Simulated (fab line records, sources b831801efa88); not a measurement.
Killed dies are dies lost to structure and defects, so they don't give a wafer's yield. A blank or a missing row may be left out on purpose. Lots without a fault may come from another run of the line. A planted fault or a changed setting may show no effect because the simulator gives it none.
Chamber matching | flow gf180mcu | GF_V3_CMP_26 on cmp-02: 4 sister chambers
The step polishes, stops on SiO2, t overpolish 15 s, target thk 0 nm. 4 wafers are shown with their chamber, then 7 later ones without.

WAFERS WITH THEIR CHAMBER
wafer  | chamber | motor_current_A (A)
L806.6 | 1       | 11.9
L807.6 | 0       | 12.4
L808.3 | 3       | 11.2
L808.5 | 2       | 10.4

WAFERS WITHOUT THEIR CHAMBER
wafer  | motor_current_A (A)
L809.1 | 11.0
L809.3 | 11.0
L809.5 | 11.6
L811.1 | 11.3
L813.1 | 10.9
L813.2 | 10.9
L813.6 | 11.0

WHICH CHAMBER EACH WENT THROUGH
wafer  | from the rows above     | in truth
L809.1 | can't be placed: 3 or 2 | 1
L809.3 | can't be placed: 3 or 2 | 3
L809.5 | can't be placed: 1 or 3 | 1
L811.1 | 3                       | 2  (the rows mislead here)
L813.1 | can't be placed: 3 or 2 | 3
L813.2 | can't be placed: 3 or 2 | 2
L813.6 | can't be placed: 3 or 2 | 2
Placed correctly: 0 of 7. Can't be placed from these rows: 6 (the true chamber is among the candidates in 5). Placed wrongly: 1.
How it was worked out, from the rows above alone: a wafer's distance from a chamber is the root of the sum, over the readings, of the square of ((its reading less the chamber's mean) divided by the reading's scatter). The wafer belongs to the nearest chamber; if the next one is less than 2 further off, it can't be placed. A chamber's mean is the mean of its shown wafers. The scatter: with one shown wafer a chamber, the root of the mean of the squares of how far each hidden wafer lies from its nearest shown one.
